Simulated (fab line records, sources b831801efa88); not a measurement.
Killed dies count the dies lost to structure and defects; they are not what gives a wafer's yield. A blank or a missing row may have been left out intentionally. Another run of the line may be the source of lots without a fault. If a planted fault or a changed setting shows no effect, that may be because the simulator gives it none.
What tool caused it? ; flow gf180mcu ; 14 lots with 42 wafers sampled at 2 steps, on a route of 602 steps

## WHAT THE GAUGES SHOWED, per wafer
GF_M5_OVL_MEAS_08.
lot;measured;on;M5_OVL (nm)
L598;day 26 01:11;overlay-01;5 -5 7
L599;day 26 05:35;overlay-02;13 4 10
L600;day 26 15:30;overlay-02;-2 -7 -2
L601;day 27 18:50;overlay-01;11 5 5
L603;day 28 07:59;overlay-02;2 -8 -4
L604;day 28 18:49;overlay-02;6 -1 -6
L606;day 29 03:53;overlay-02;0 1 -5
L605;day 29 05:58;overlay-01;9 -9 -6
L607;day 29 17:02;overlay-01;3 4 4
L608;day 29 20:10;overlay-01;11 13 13
L609;day 29 22:26;overlay-01;-5 -2 -1
L610;day 30 06:01;overlay-02;3 3 -1
L611;day 30 10:53;overlay-02;9 -5 6
L614;day 31 07:50;overlay-02;1 2 -2

## EACH LOT AND THE TOOL THAT RAN IT (in order: tool; ch and the chambers of the sampled wafers; start)
lot;GF_CONTACT_CVD_24
L598;cvdW-01 ch 0,1, day 15 20:06
L599;cvdW-01 ch 0,1, day 16 02:00
L600;cvdW-02 ch 0,1, day 16 11:25
L601;cvdW-02 ch 0,1, day 17 20:07
L603;cvdW-02 ch 0,1, day 18 11:10
L604;cvdW-02 ch 0,1, day 19 00:37
L606;cvdW-01 ch 0,1, day 19 11:46
L605;cvdW-02 ch 1, day 19 14:25
L607;cvdW-02 ch 0,1, day 20 03:12
L608;cvdW-02 ch 0,1, day 20 09:53
L609;cvdW-02 ch 0,1, day 20 12:58
L610;cvdW-02 ch 0,1, day 20 21:17
L611;cvdW-02 ch 0,1, day 21 00:50
L614;cvdW-02 ch 0,1, day 22 07:41
- GF_CONTACT_CVD_24: deposits W, target thk 300 nm, time 90.339 s.

## AS READ BY THE TOOLS THEMSELVES (means over the sampled wafers that have a number; for cases with no such wafer, the mark the record gives instead)
GF_CONTACT_CVD_24.
lot;tool;heaterPowerW (W)
L598;cvdW-01;817
L599;cvdW-01;813
L600;cvdW-02;833
L601;cvdW-02;745
L603;cvdW-02;750
L604;cvdW-02;801
L606;cvdW-01;897
L605;cvdW-02;706
L607;cvdW-02;805
L608;cvdW-02;811
L609;cvdW-02;742
L610;cvdW-02;755
L611;cvdW-02;746
L614;cvdW-02;813

## THE ANSWER, worked out from the rows above alone
Rule: the usual values come from the lots themselves. The widest of any qualifying gaps counts: lots, ordered by their means at a reading, are off when they make up no more than a third of the lots, leave a main group of 4 or more, and stand apart from it by 3 or more times the standard deviation of that group's means. A main group whose means are all the same, to the digits that the tables above print for the reading, isn't used. A lot without any number at a reading at which 4 lots or more have one is off too. Where the step has rows for the other lots, those lots are counted as sound. Order of review: gauges by route order, followed by the tools' own readings, for which a lot's mean as printed above is used. The first step at which some lot is off is used, and at that step the reading that is off furthest; a lot without a number counts as furthest.
No lot is off on any of the readings shown, so nothing can be concluded from this.

## WHAT HAD BEEN PUT IN BY THE SIMULATOR
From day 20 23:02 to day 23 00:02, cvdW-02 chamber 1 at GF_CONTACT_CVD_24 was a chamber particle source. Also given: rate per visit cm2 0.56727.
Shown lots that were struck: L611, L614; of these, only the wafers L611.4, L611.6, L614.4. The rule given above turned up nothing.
